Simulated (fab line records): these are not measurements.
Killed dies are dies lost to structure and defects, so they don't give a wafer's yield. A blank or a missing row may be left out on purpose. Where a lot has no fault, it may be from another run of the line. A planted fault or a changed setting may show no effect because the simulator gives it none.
fab line records	flow sky130
record: lots: 11	wafers: 33	lastDay: 49
route steps=708 shown VT_ADJUST_PCH@153 GATE_OXIDE@201 SD_P@327 PASSIVATION@692 PAD_OPEN@708
lots untouched by any fault: they come from a run of this same line in which no faults occurred
startH: the number of hours between the record's first day and the start of the first shown wafer of the lot	waitH: hours since the lot's step before	" same as the row above	L1.1+2: a row that stands for several wafers	- value missing, or start not given	* or withheld: withheld	< > ~ a bound
route shown NAME@n: NAME is a module with steps in the file, n the number in the route of the first one	usual: average and standard deviation across the fault-free wafers	same: alike in all rows	chamber/n: place in a boat	sites: per-site readings	_std_site: how widely they spread, as a standard deviation	_edge_site: outer sites' mean less inner sites'	radiusMm: for every site, how far away it sits from the centre of the wafer	mask NAME#n: copy n	behind: the tool/chamber that last shaped the wafer	hold: reason for holding the lot/hours on hold/outcome of the hold	device: which transistor (n, p or np) failed to switch	end of line: tests of these same wafers at the route's end	for a step that has no rows: nothing shown but its recipe	killed: count of dies lost to structure and defects at first sort (not the wafer's yield)	map: the dies of a wafer, with x for killed, . for not killed, _ for no die there
set.NAME: the run value of the setting; set.NAME@STEP: its run value at that earlier step	model.NAME: the simulator's own value behind a step, which no gauge read
one table for each step of the route and one row for each wafer, over a sample of lots
services: from which hour (startH, from the record's first day; less than 0 if before it) a tool's chamber was out of use, for how many hours, and why
== steps ==
step: SKY_VT_ADJUST_PCH_TW_MEAS_10
usual: VT_ADJUST_PCH_TW: 143.5/1
lot.wafer	tool	chamber	startH	waitH	VT_ADJUST_PCH_TW
L479.1	filmMetro-04	-	240.33	0.1	143.4
L479.3	"	-	"	"	143.3
L479.6	"	-	"	"	143.6
L480.1	filmMetro-02	-	245.03	0.1	141.5
L480.3	"	-	"	"	142.5
L480.5	"	-	"	"	142.2
L481.2	filmMetro-04	-	255.59	0.1	143.3
L481.3	"	-	"	"	143.4
L481.4	"	-	"	"	143.6
L483.1	filmMetro-04	-	273.83	0.1	143.4
L483.2	"	-	"	"	143.8
L483.5	"	-	"	"	143.4
L484.3	filmMetro-04	-	279.00	0.1	143.7
L484.4	"	-	"	"	142.9
L484.5	"	-	"	"	143.2
L485.1	filmMetro-02	-	284.53	0.1	142.8
L485.3	"	-	"	"	142.2
L485.4	"	-	"	"	142.9
L487.2	filmMetro-02	-	303.52	0.1	142.7
L487.3	"	-	"	"	142.7
L487.5	"	-	"	"	143.1
L488.2	filmMetro-04	-	309.44	0.1	144.6
L488.4	"	-	"	"	144.5
L488.5	"	-	"	"	143.9
L489.2	filmMetro-03	-	317.09	0.1	144.9
L489.3	"	-	"	"	145.5
L489.6	"	-	"	"	144.4
L496.2	filmMetro-03	-	374.79	0.1	144.6
L496.3	"	-	"	"	144.8
L496.5	"	-	"	"	144.8
L497.1	filmMetro-04	-	376.33	0.1	142.8
L497.2	"	-	"	"	143.4
L497.6	"	-	"	"	143.8
step: SKY_GATE_OXIDE_TW_MEAS_14
usual: GATE_OXIDE_TW: 225.3/2
lot.wafer	tool	chamber	startH	waitH	GATE_OXIDE_TW
L479.1	filmMetro-02	-	322.68	0.1	223.6
L479.3	"	-	"	"	222.4
L479.6	"	-	"	"	223.9
L480.1	filmMetro-04	-	327.75	0.1	226.5
L480.3	"	-	"	"	226.1
L480.5	"	-	"	"	225.5
L481.2	filmMetro-01	-	342.61	0.1	227.8
L481.3	"	-	"	"	228.7
L481.4	"	-	"	"	228.5
L483.1	filmMetro-01	-	362.65	0.1	227.8
L483.2	"	-	"	"	227.6
L483.5	"	-	"	"	226.7
L484.3	filmMetro-04	-	367.62	0.1	225.7
L484.4	"	-	"	"	226.2
L484.5	"	-	"	"	226.8
L485.1	filmMetro-01	-	371.74	0.1	228.1
L485.3	"	-	"	"	228.4
L485.4	"	-	"	"	226.0
L487.2	filmMetro-04	-	397.71	0.1	224.4
L487.3	"	-	"	"	224.9
L487.5	"	-	"	"	225.9
L488.2	filmMetro-02	-	400.16	0.1	223.4
L488.4	"	-	"	"	223.0
L488.5	"	-	"	"	223.9
L489.2	filmMetro-02	-	408.79	0.1	222.2
L489.3	"	-	"	"	223.4
L489.6	"	-	"	"	222.4
L497.1	filmMetro-01	-	475.28	0.1	228.0
L497.2	"	-	"	"	228.6
L497.6	"	-	"	"	227.8
L496.2	filmMetro-04	-	475.85	0.1	225.3
L496.3	"	-	"	"	225.6
L496.5	"	-	"	"	226.3
step: SKY_SD_P_CD_MEAS_07
recipe: targetCdNm: 380
usual: cdNm: 380.1/2.5
lot.wafer	tool	chamber	startH	waitH	cdNm
L479.1	cdSem-01	-	600.00	0.1	380.4
L479.3	"	-	"	"	381.2
L479.6	"	-	"	"	382.7
L480.1	cdSem-02	-	603.26	0.1	377.5
L480.3	"	-	"	"	378.3
L480.5	"	-	"	"	380.3
L481.2	cdSem-01	-	620.53	0.1	379.8
L481.3	"	-	"	"	381.2
L481.4	"	-	"	"	379.4
L483.1	cdSem-01	-	642.31	0.1	379.6
L483.2	"	-	"	"	379.1
L483.5	"	-	"	"	379.7
L484.3	cdSem-02	-	650.05	0.1	377.7
L484.4	"	-	"	"	378.6
L484.5	"	-	"	"	378.3
L485.1	cdSem-01	-	653.06	0.1	380.7
L485.3	"	-	"	"	381.2
L485.4	"	-	"	"	380.3
L487.2	cdSem-02	-	676.66	0.1	379.8
L487.3	"	-	"	"	379.9
L487.5	"	-	"	"	379.4
L488.2	cdSem-02	-	682.62	0.1	384.5
L488.4	"	-	"	"	383.6
L488.5	"	-	"	"	383.3
L489.2	cdSem-01	-	688.67	0.1	376.6
L489.3	"	-	"	"	374.8
L489.6	"	-	"	"	375.6
L497.1	cdSem-01	-	746.66	0.1	377.3
L497.2	"	-	"	"	379.7
L497.6	"	-	"	"	378.2
L496.2	cdSem-02	-	750.12	0.1	374.5
L496.3	"	-	"	"	376.8
L496.5	"	-	"	"	374.6
step: SKY_PASSIVATION_ETCH_11
recipe: chemistry: CF4/O2	targetDepthNm: 725	stopOn: AlCu	sourceW: 800	biasW: 150	pressureMtorr: 150	cf4FlowSccm: 80	O2_flow_sccm: 10	timeS: 161.1
usual: drypumpMotorCurrentA: 5.8/0.44	oesProductAu: 0.979/0.0074	runLengthS: 189.4/0.41	throttleValvePct: 5.964/0.0087
lot.wafer	tool	chamber	startH	waitH	drypumpMotorCurrentA	oesProductAu	rfHoursCounterH	runLengthS	throttleValvePct
L479.1	rieDiel-04	0	1057.90	-	5.0	0.976	15	190.2	5.955
L479.3	"	3	"	"	5.8	0.987	8	189.3	5.961
L479.6	"	0	"	"	4.9	0.989	-	190.6	5.971
L480.1	rieDiel-03	2	1060.61	-	5.5	0.985	13	189.2	5.976
L480.3	"	1	"	"	6.4	0.989	18	189.1	5.969
L480.5	"	2	"	"	5.5	0.987	-	189.5	5.968
L481.2	rieDiel-01	2	1076.21	-	5.6	0.975	18	189.5	5.959
L481.3	"	1	"	"	5.9	0.973	3	190.6	5.955
L481.4	"	3	"	"	4.9	0.977	21	188.5	5.966
L483.1	rieDiel-03	0	1086.85	-	6.1	0.968	14	189.5	5.964
L483.2	"	2	"	"	5.5	0.970	14	189.1	5.951
L483.5	"	1	"	"	6.3	0.990	-	189.0	5.966
L484.3	rieDiel-03	3	1094.01	-	5.5	0.975	31	189.5	5.968
L484.4	"	2	"	"	5.5	0.979	14	189.1	5.955
L484.5	"	2	"	"	5.5	0.976	-	189.0	5.973
L485.1	rieDiel-03	3	1108.16	-	5.5	0.966	31	189.4	5.954
L485.3	"	0	"	"	6.1	0.975	15	189.2	5.963
L485.4	"	2	"	"	5.5	0.987	15	189.2	5.966
L487.2	rieDiel-04	1	1116.61	-	5.9	0.978	23	189.1	5.964
L487.3	"	2	"	"	6.0	0.980	13	189.1	5.966
L487.5	"	2	"	"	6.0	0.984	-	189.3	5.964
L488.2	rieDiel-03	1	1121.11	-	6.3	1.021	20	147.7	5.973
L488.4	"	1	"	"	6.3	1.021	-	148.2	5.980
L488.5	"	2	"	"	5.5	0.983	-	189.4	5.951
L489.2	rieDiel-03	0	1123.95	-	6.0	0.986	16	148.4	5.981
L489.3	"	1	"	"	6.3	0.983	20	189.6	5.980
L489.6	"	1	"	"	6.4	0.988	-	189.5	5.974
L497.1	rieDiel-01	1	1161.45	-	5.9	0.985	7	190.0	5.964
L497.2	"	3	"	"	4.9	0.984	24	188.9	5.956
L497.6	"	3	"	"	4.9	0.985	-	188.5	5.976
L496.2	rieDiel-04	2	1165.41	-	6.0	0.986	15	189.1	5.953
L496.3	"	0	"	"	4.9	0.975	19	190.7	5.956
L496.5	"	0	"	"	4.9	0.988	-	190.0	5.972
step: SKY_PASSIVATION_STRIP_12
recipe: chemistry: O2/N2	powerW: 1400	pressureMtorr: 1500	platenTempC: withheld	overashFraction: 0.7	o2FlowSccm: 3000	n2FlowSccm: 300
usual: drypumpMotorCurrentA: 6.10/0.28	oesProductAu: 0.660/0.0048	stripTimeToEndpointS: 31.45/0.12
lot.wafer	tool	chamber	startH	waitH	drypumpMotorCurrentA	oesProductAu	rfHoursCounterH	stripTimeToEndpointS
L479.1	plasmaAsher-03	0	1058.00	0.1	5.98	0.654	63	31.64
L479.3	"	0	"	"	5.95	0.666	-	31.45
L479.6	"	0	"	"	5.97	0.666	-	31.43
L480.1	plasmaAsher-03	1	1060.72	0.1	6.12	0.665	63	31.47
L480.3	"	1	"	"	6.15	0.668	-	31.37
L480.5	"	1	"	"	6.15	0.661	-	31.41
L481.2	plasmaAsher-01	1	1076.32	0.1	6.36	0.658	1	31.53
L481.3	"	0	"	"	5.83	0.658	-	31.57
L481.4	"	1	"	"	6.38	0.655	-	31.54
L483.1	plasmaAsher-03	0	1086.95	0.1	5.95	0.653	66	31.53
L483.2	"	1	"	"	6.16	0.660	66	31.31
L483.5	"	0	"	"	5.96	0.653	-	31.38
L484.3	plasmaAsher-02	0	1094.15	0.1	5.80	0.666	-	31.55
L484.4	"	1	"	"	6.52	0.664	-	31.54
L484.5	"	1	"	"	6.50	0.664	-	31.51
L485.1	plasmaAsher-03	0	1108.27	0.1	5.97	0.657	68	31.36
L485.3	"	1	"	"	6.17	0.654	-	31.59
L485.4	"	0	"	"	5.98	0.657	-	31.35
L487.2	plasmaAsher-03	1	1116.72	0.1	6.15	0.655	69	31.71
L487.3	"	1	"	"	6.15	0.660	-	31.25
L487.5	"	1	"	"	6.18	0.649	-	31.35
L488.2	plasmaAsher-03	1	1121.22	0.1	6.16	0.659	69	32.87
L488.4	"	1	"	"	6.18	0.657	-	32.81
L488.5	"	1	"	"	6.14	0.653	-	31.34
L489.2	plasmaAsher-02	1	1124.05	0.1	6.55	0.671	36	32.88
L489.3	"	0	"	"	5.76	0.661	-	31.37
L489.6	"	1	"	"	6.52	0.657	-	31.43
L497.1	plasmaAsher-01	0	1161.55	0.1	5.80	0.659	9	31.23
L497.2	"	1	"	"	6.36	0.663	9	31.11
L497.6	"	1	"	"	6.36	0.667	-	31.20
L496.2	plasmaAsher-02	1	1165.52	0.1	6.52	0.670	40	31.34
L496.3	"	1	"	"	6.53	0.663	-	31.40
L496.5	"	0	"	"	5.76	0.656	-	31.45
step: SKY_PAD_OPEN_PROBE_99
usual: defectLimitedYield: 82.7/1.8	killed_at_M0_to_M3: 44/6.8	killed_at_M4_up: 3.2/1.7	killedAtContacts: 24/4.9	killedAtFrontEnd: 14/4.1	killedAtOther: 0.2/0.51	killedDies: 85/8.7	killedOnRim: 16/4	killedOpen: 46/6.8	killedShort: 39/6.1	sort_bin_3_pad_short: 0.9/0.43	sort_bin_5_function: 10.1/1.4	sort_bin_6_memory: 6.3/1.1	sortNPass: 407/8.7	sortYieldPct: 82.7/1.8
same: grossDies: 492	killedAtBackSide: 0	sort_bin_4_leakage[%]: 0	sort_bin_8_speed[%]: 0
lot.wafer	tool	chamber	startH	waitH	defectLimitedYield[%]	killed_at_M0_to_M3	killed_at_M4_up	killedAtContacts	killedAtFrontEnd	killedAtOther	killedDies	killedOnRim	killedOpen	killedShort	sort_bin_3_pad_short[%]	sort_bin_5_function[%]	sort_bin_6_memory[%]	sortNPass	sortYieldPct[%]
L479.1	prober-02	-	1081.83	0.1	84.6	39	2	23	12	0	76	14	42	34	1.2	9.1	5.1	416	84.6
L479.3	prober-02	-	1081.93	0.2	83.9	31	5	33	10	0	79	14	42	37	0.8	7.7	7.5	413	83.9
L479.6	prober-02	-	1082.08	0.2	81.9	47	2	23	17	0	89	20	45	44	1.2	10.4	6.5	403	81.9
L480.1	prober-01	-	1084.32	0.1	84.6	34	2	17	23	0	76	16	39	37	1.8	9.1	4.5	416	84.6
L480.3	prober-01	-	1084.42	0.2	80.9	43	5	29	17	0	94	14	53	41	1.6	10.4	7.1	398	80.9
L480.5	prober-01	-	1084.52	0.2	83.9	33	5	25	16	0	79	17	44	35	1.8	8.7	5.5	413	83.9
L481.2	prober-02	-	1098.64	0.1	84.1	34	4	28	12	0	78	19	42	36	1.0	8.1	6.7	414	84.1
L481.3	prober-02	-	1098.69	0.2	82.9	40	2	24	18	0	84	16	39	45	0.4	9.1	7.5	408	82.9
L481.4	prober-02	-	1098.74	0.2	78.3	54	5	27	20	1	107	26	64	43	0.6	12.6	8.5	385	78.3
L483.1	prober-02	-	1109.37	0.1	81.7	54	4	23	9	0	90	14	46	44	0.8	12.4	5.1	402	81.7
L483.2	prober-02	-	1109.42	0.1	79.7	43	3	27	27	0	100	20	56	44	0.8	9.3	10.2	392	79.7
L483.5	prober-02	-	1109.57	0.2	81.7	42	2	32	14	0	90	21	48	42	1.2	10.6	6.5	402	81.7
L484.3	prober-01	-	1115.62	0.2	82.1	47	4	19	18	0	88	17	46	42	0.2	11.6	6.1	404	82.1
L484.4	prober-01	-	1115.67	0.2	86.6	29	2	21	14	0	66	9	37	29	1.2	6.7	5.5	426	86.6
L484.5	prober-01	-	1115.72	0.2	83.5	50	3	18	10	0	81	14	55	26	1.6	9.3	5.5	411	83.5
L485.1	prober-02	-	1129.93	0.1	82.5	47	5	24	10	0	86	16	56	30	0.6	8.9	7.9	406	82.5
L485.3	prober-02	-	1130.03	0.2	82.7	45	3	21	14	2	85	16	37	48	0.8	9.6	6.9	407	82.7
L485.4	prober-02	-	1130.08	0.2	83.7	46	4	15	15	0	80	18	47	33	0.6	9.3	6.3	412	83.7
L487.2	prober-02	-	1137.76	0.1	84.6	41	7	20	8	0	76	10	42	34	0.8	9.8	4.9	416	84.6
L487.3	prober-02	-	1137.81	0.2	83.1	50	2	19	12	0	83	16	53	30	1.0	9.8	6.1	409	83.1
L487.5	prober-02	-	1137.91	0.2	81.1	43	2	33	15	0	93	17	54	39	1.2	10.6	7.1	399	81.1
L488.2	prober-01	-	1142.62	0.1	0	50	2	22	10	408	492	96	47	38	0.8	93.1	6.1	0	0
L488.4	prober-01	-	1142.72	0.2	0	46	4	25	13	404	492	96	47	41	0.8	93.5	5.7	0	0
L488.5	prober-01	-	1142.77	0.2	83.7	42	2	24	12	0	80	11	41	39	0.8	9.8	5.7	412	83.7
L489.2	prober-02	-	1144.71	0.1	0	51	6	28	9	398	492	96	54	41	1.2	91.9	6.9	0	0
L489.3	prober-02	-	1144.76	0.2	83.5	40	2	22	17	0	81	19	44	37	0.6	10.2	5.7	411	83.5
L489.6	prober-02	-	1144.91	0.2	83.7	41	4	20	14	1	80	12	53	27	0.2	9.8	6.3	412	83.7
L497.1	prober-01	-	1181.02	0.1	80.5	44	5	37	10	0	96	14	59	37	0.4	11.8	7.3	396	80.5
L497.2	prober-01	-	1181.07	0.1	81.5	32	4	38	17	0	91	16	52	39	0.8	10.8	6.9	401	81.5
L497.6	prober-01	-	1181.27	0.2	81.9	49	5	21	14	0	89	15	50	39	1.4	10.2	6.5	403	81.9
L496.2	prober-02	-	1184.46	0.1	83.3	46	0	25	11	0	82	17	30	52	1.4	11.2	4.1	410	83.3
L496.3	prober-02	-	1184.51	0.2	83.7	43	0	22	15	0	80	8	48	32	0.8	10.6	4.9	412	83.7
L496.5	prober-02	-	1184.61	0.2	82.5	50	2	21	12	1	86	15	46	40	1.4	9.8	6.3	406	82.5
killed by level:class
L479.1 VIA2:geometricParticle:open=9 CONTACT:geometricParticle:open=7 VIA1:geometricParticle:open=7 LOCAL_INTERCONNECT:geometricParticle:short=6 VIA2:geometricParticle:short=6 VIA3:geometricParticle:open=5 LI_CONTACT:geometricParticle:open=5 FIELD_ISO:geometricParticle:short=4
L479.3 CONTACT:geometricParticle:open=14 VIA1:geometricParticle:open=10 CONTACT:geometricParticle:short=7 LOCAL_INTERCONNECT:geometricParticle:short=5 METAL2:geometricParticle:short=5 FIELD_ISO:geometricParticle:open=4 LI_CONTACT:geometricParticle:open=4 METAL1:geometricParticle:short=3
L479.6 VIA2:geometricParticle:open=10 METAL3:geometricParticle:short=7 VIA1:geometricParticle:open=6 CONTACT:geometricParticle:open=6 METAL1:geometricParticle:short=6 VIA3:geometricParticle:open=6 CONTACT:geometricParticle:short=5 FIELD_ISO:geometricParticle:open=4
L480.1 POLY_GATE:geometricParticle:short=7 CONTACT:geometricParticle:open=6 VIA1:geometricParticle:open=6 LOCAL_INTERCONNECT:geometricParticle:short=5 POLY_GATE:geometricParticle:open=5 VIA2:geometricParticle:open=5 VIA3:geometricParticle:open=5 VIA3:geometricParticle:short=5
L480.3 VIA1:geometricParticle:open=13 CONTACT:geometricParticle:open=10 VIA3:geometricParticle:open=10 CONTACT:geometricParticle:short=8 FIELD_ISO:geometricParticle:open=7 LI_CONTACT:geometricParticle:open=6 METAL2:geometricParticle:short=6 FIELD_ISO:geometricParticle:short=5
L480.5 CONTACT:geometricParticle:open=9 VIA2:geometricParticle:open=7 LI_CONTACT:geometricParticle:open=6 VIA1:geometricParticle:open=6 FIELD_ISO:geometricParticle:open=5 METAL2:geometricParticle:short=5 LI_CONTACT:geometricParticle:short=4 VIA1:geometricParticle:short=4
L481.2 LI_CONTACT:geometricParticle:open=12 VIA1:geometricParticle:open=6 LOCAL_INTERCONNECT:geometricParticle:short=5 CONTACT:geometricParticle:open=5 VIA2:geometricParticle:short=5 VIA2:geometricParticle:open=5 FIELD_ISO:geometricParticle:short=4 VIA1:geometricParticle:short=4
L481.3 CONTACT:geometricParticle:open=9 FIELD_ISO:geometricParticle:open=5 LI_CONTACT:geometricParticle:open=5 CONTACT:geometricParticle:short=5 METAL1:geometricParticle:short=5 VIA1:geometricParticle:short=5 VIA1:geometricParticle:open=5 METAL2:geometricParticle:short=5
L481.4 VIA3:geometricParticle:open=11 CONTACT:geometricParticle:open=11 VIA1:geometricParticle:open=10 VIA2:geometricParticle:open=9 VIA1:geometricParticle:short=8 FIELD_ISO:geometricParticle:open=7 LI_CONTACT:geometricParticle:open=7 METAL2:geometricParticle:short=7
L483.1 METAL1:geometricParticle:short=8 VIA3:geometricParticle:open=8 CONTACT:geometricParticle:open=8 METAL2:geometricParticle:short=8 LI_CONTACT:geometricParticle:open=7 VIA1:geometricParticle:short=6 VIA1:geometricParticle:open=6 METAL1:geometricParticle:open=4
L483.2 VIA1:geometricParticle:open=19 CONTACT:geometricParticle:open=8 LOCAL_INTERCONNECT:geometricParticle:short=7 FIELD_ISO:geometricParticle:open=6 SPACER:geometricParticle:short=6 LI_CONTACT:geometricParticle:open=6 FIELD_ISO:geometricParticle:short=5 VIA2:geometricParticle:open=5
L483.5 CONTACT:geometricParticle:open=19 VIA1:geometricParticle:open=10 METAL2:geometricParticle:short=7 VIA1:geometricParticle:short=5 VIA3:geometricParticle:open=5 POLY_GATE:geometricParticle:short=4 LI_CONTACT:geometricParticle:short=4 CONTACT:geometricParticle:short=4
L484.3 METAL1:geometricParticle:short=9 CONTACT:geometricParticle:open=7 METAL2:geometricParticle:short=6 VIA1:geometricParticle:open=6 VIA2:geometricParticle:open=6 VIA3:geometricParticle:open=6 LI_CONTACT:geometricParticle:open=5 FIELD_ISO:geometricParticle:open=4
L484.4 CONTACT:geometricParticle:open=8 METAL1:geometricParticle:short=6 LOCAL_INTERCONNECT:geometricParticle:short=5 VIA3:geometricParticle:open=5 FIELD_ISO:geometricParticle:open=4 LI_CONTACT:geometricParticle:open=4 VIA1:geometricParticle:short=4 VIA1:geometricParticle:open=4
L484.5 VIA1:geometricParticle:open=12 VIA3:geometricParticle:open=10 VIA2:geometricParticle:open=8 CONTACT:geometricParticle:open=8 LOCAL_INTERCONNECT:geometricParticle:short=5 POLY_GATE:geometricParticle:open=4 METAL2:geometricParticle:short=4 LI_CONTACT:geometricParticle:open=3
L485.1 CONTACT:geometricParticle:open=14 VIA1:geometricParticle:open=10 VIA2:geometricParticle:open=10 VIA1:geometricParticle:short=7 VIA3:geometricParticle:open=5 FIELD_ISO:geometricParticle:short=4 LI_CONTACT:geometricParticle:open=4 METAL2:geometricParticle:short=4
L485.3 VIA1:geometricParticle:open=11 FIELD_ISO:geometricParticle:short=7 CONTACT:geometricParticle:short=7 LI_CONTACT:geometricParticle:open=6 CONTACT:geometricParticle:open=6 METAL2:geometricParticle:short=6 METAL3:geometricParticle:short=6 VIA3:geometricParticle:open=6
L485.4 VIA1:geometricParticle:open=16 POLY_GATE:geometricParticle:short=6 CONTACT:geometricParticle:open=6 VIA2:geometricParticle:open=6 VIA3:geometricParticle:open=5 VIA1:geometricParticle:short=5 FIELD_ISO:geometricParticle:open=4 VIA2:geometricParticle:short=4
L487.2 CONTACT:geometricParticle:open=8 VIA1:geometricParticle:open=8 METAL2:geometricParticle:short=7 FIELD_ISO:geometricParticle:open=6 METAL1:geometricParticle:short=6 VIA3:geometricParticle:open=6 METAL4:geometricParticle:short=5 METAL3:geometricParticle:short=5
L487.3 VIA2:geometricParticle:open=13 LI_CONTACT:geometricParticle:open=11 VIA1:geometricParticle:open=11 FIELD_ISO:geometricParticle:open=6 METAL2:geometricParticle:short=6 VIA3:geometricParticle:open=6 VIA1:geometricParticle:short=5 METAL1:geometricParticle:short=4
L487.5 VIA1:geometricParticle:open=13 CONTACT:geometricParticle:open=12 LI_CONTACT:geometricParticle:open=9 CONTACT:geometricParticle:short=7 POLY_GATE:geometricParticle:open=6 METAL1:geometricParticle:short=6 VIA2:geometricParticle:short=5 METAL2:geometricParticle:short=5
L488.2 PASSIVATION:areaEtch=407 VIA1:geometricParticle:open=15 CONTACT:geometricParticle:open=8 VIA3:geometricParticle:open=8 VIA1:geometricParticle:short=7 FIELD_ISO:geometricParticle:open=6 LI_CONTACT:geometricParticle:open=5 CONTACT:geometricParticle:short=4
L488.4 PASSIVATION:areaEtch=404 CONTACT:geometricParticle:open=10 VIA1:geometricParticle:short=9 LI_CONTACT:geometricParticle:open=7 VIA1:geometricParticle:open=7 VIA2:geometricParticle:open=7 LOCAL_INTERCONNECT:geometricParticle:short=6 VIA3:geometricParticle:open=5
L488.5 CONTACT:geometricParticle:open=8 VIA1:geometricParticle:open=8 VIA1:geometricParticle:short=7 LOCAL_INTERCONNECT:geometricParticle:short=6 VIA2:geometricParticle:open=6 FIELD_ISO:geometricParticle:open=5 LI_CONTACT:geometricParticle:open=4 CONTACT:geometricParticle:short=4
L489.2 PASSIVATION:areaEtch=397 VIA1:geometricParticle:open=19 LI_CONTACT:geometricParticle:open=8 CONTACT:geometricParticle:open=8 METAL1:geometricParticle:short=6 VIA2:geometricParticle:open=6 METAL2:geometricParticle:short=5 LOCAL_INTERCONNECT:geometricParticle:short=4
L489.3 VIA1:geometricParticle:open=11 CONTACT:geometricParticle:open=9 FIELD_ISO:geometricParticle:short=6 METAL2:geometricParticle:short=6 VIA1:geometricParticle:short=5 VIA2:geometricParticle:open=5 FIELD_ISO:geometricParticle:open=4 CONTACT:geometricParticle:short=4
L489.6 VIA3:geometricParticle:open=12 CONTACT:geometricParticle:open=10 VIA1:geometricParticle:open=7 LI_CONTACT:geometricParticle:open=5 VIA2:geometricParticle:open=5 METAL1:geometricParticle:short=4 METAL2:geometricParticle:short=4 POLY_GATE:geometricParticle:open=3
L497.1 LI_CONTACT:geometricParticle:open=14 CONTACT:geometricParticle:open=14 VIA2:geometricParticle:open=9 VIA1:geometricParticle:open=8 METAL2:geometricParticle:short=6 VIA3:geometricParticle:open=5 FIELD_ISO:geometricParticle:short=4 VIA1:geometricParticle:short=4
L497.2 LI_CONTACT:geometricParticle:open=12 CONTACT:geometricParticle:open=12 VIA1:geometricParticle:open=9 METAL2:geometricParticle:short=7 CONTACT:geometricParticle:short=7 FIELD_ISO:geometricParticle:open=6 LI_CONTACT:geometricParticle:short=6 POLY_GATE:geometricParticle:open=5
L497.6 VIA1:geometricParticle:open=15 CONTACT:geometricParticle:open=11 VIA3:geometricParticle:open=9 METAL2:geometricParticle:short=7 VIA3:geometricParticle:short=6 VIA1:geometricParticle:short=5 FIELD_ISO:geometricParticle:open=4 POLY_GATE:geometricParticle:open=3
L496.2 CONTACT:geometricParticle:short=9 METAL2:geometricParticle:short=7 VIA1:geometricParticle:short=7 METAL3:geometricParticle:short=7 CONTACT:geometricParticle:open=6 METAL1:geometricParticle:short=6 LI_CONTACT:geometricParticle:open=5 VIA3:geometricParticle:open=5
L496.3 CONTACT:geometricParticle:open=10 VIA2:geometricParticle:open=9 LI_CONTACT:geometricParticle:open=7 VIA1:geometricParticle:open=7 VIA3:geometricParticle:open=6 METAL1:geometricParticle:short=5 FIELD_ISO:geometricParticle:short=4 METAL2:geometricParticle:short=4
L496.5 VIA1:geometricParticle:open=15 CONTACT:geometricParticle:open=8 LI_CONTACT:geometricParticle:open=7 METAL1:geometricParticle:short=6 VIA1:geometricParticle:short=6 METAL2:geometricParticle:short=6 FIELD_ISO:geometricParticle:open=4 POLY_GATE:geometricParticle:short=4
== services ==
tool	chamber	startH	hours	kind
rieDiel-04	1	1037.12	3.1	repair
rieDiel-03	2	1037.86	5.8	repair
plasmaAsher-03	-	1039.53	4.2	repair
rieDiel-04	2	1040.27	4.1	repair
plasmaAsher-01	-	1055.25	9.0	pm
plasmaAsher-01	0	1055.25	9.0	ventCycle
plasmaAsher-01	1	1055.25	9.0	ventCycle
plasmaAsher-01	0	1064.25	-	clean
plasmaAsher-01	1	1064.25	-	clean
rieDiel-04	1	1093.35	5.1	repair
rieDiel-01	0	1107.40	14.0	repair
rieDiel-03	3	1115.86	-	clean
rieDiel-03	3	1115.86	15.7	scheduledDown
rieDiel-03	3	1115.86	15.7	ventCycle
rieDiel-01	-	1123.74	1.4	repair
rieDiel-01	3	1138.53	9.6	repair
rieDiel-04	1	1156.36	-	clean
rieDiel-04	1	1156.36	-	consumableReplace:focusRing
rieDiel-04	1	1156.36	17.1	scheduledDown
rieDiel-04	1	1156.36	17.1	ventCycle
plasmaAsher-03	-	1163.94	2.9	repair
== key ==
firstSign: step: SKY_PASSIVATION_ETCH_11	reading: runLengthS	direction: down	sigmas: 99+	usual: *	struck: *
effect: step: SKY_PASSIVATION_ETCH_11	reading: oesProductAu	direction: up	sigmas: 4.1	usual: 0.979	struck: 1.009
effect: step: SKY_PASSIVATION_STRIP_12	reading: stripTimeToEndpointS	direction: up	sigmas: 12	usual: *	struck: *
effect: step: SKY_PAD_OPEN_PROBE_99	reading: killedAtOther	direction: up	sigmas: 99+	usual: 0.2	struck: 403.3
moreKillsBornAt: SKY_PASSIVATION_ETCH_11@rieDiel-03: 1208
metAt SKY_PASSIVATION_ETCH_11
struckLots L488,L489
struckWafers L488.2,L488.4,L489.2
laterRowsLeftOut L488.2,L488.4,L489.2
notActingAt SKY_VT_ADJUST_PCH_TW_MEAS_10,SKY_GATE_OXIDE_TW_MEAS_14,SKY_SD_P_CD_MEAS_07
onsetBetween 1108.16 1121.11
fault: kind: processParameterDrift	tool: rieDiel-03	chamber: -	onsetH: 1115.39	steps: SKY_PASSIVATION_ETCH_11	channel: timeS	offset: *	shape: step	endH: 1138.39	scope: struckWafersOnly	actsIn: *	stated: *
laterRowsLeftOut: the simulator's readings of these wafers behind a module that went badly wrong aren't trusted and aren't shown, but for the sort
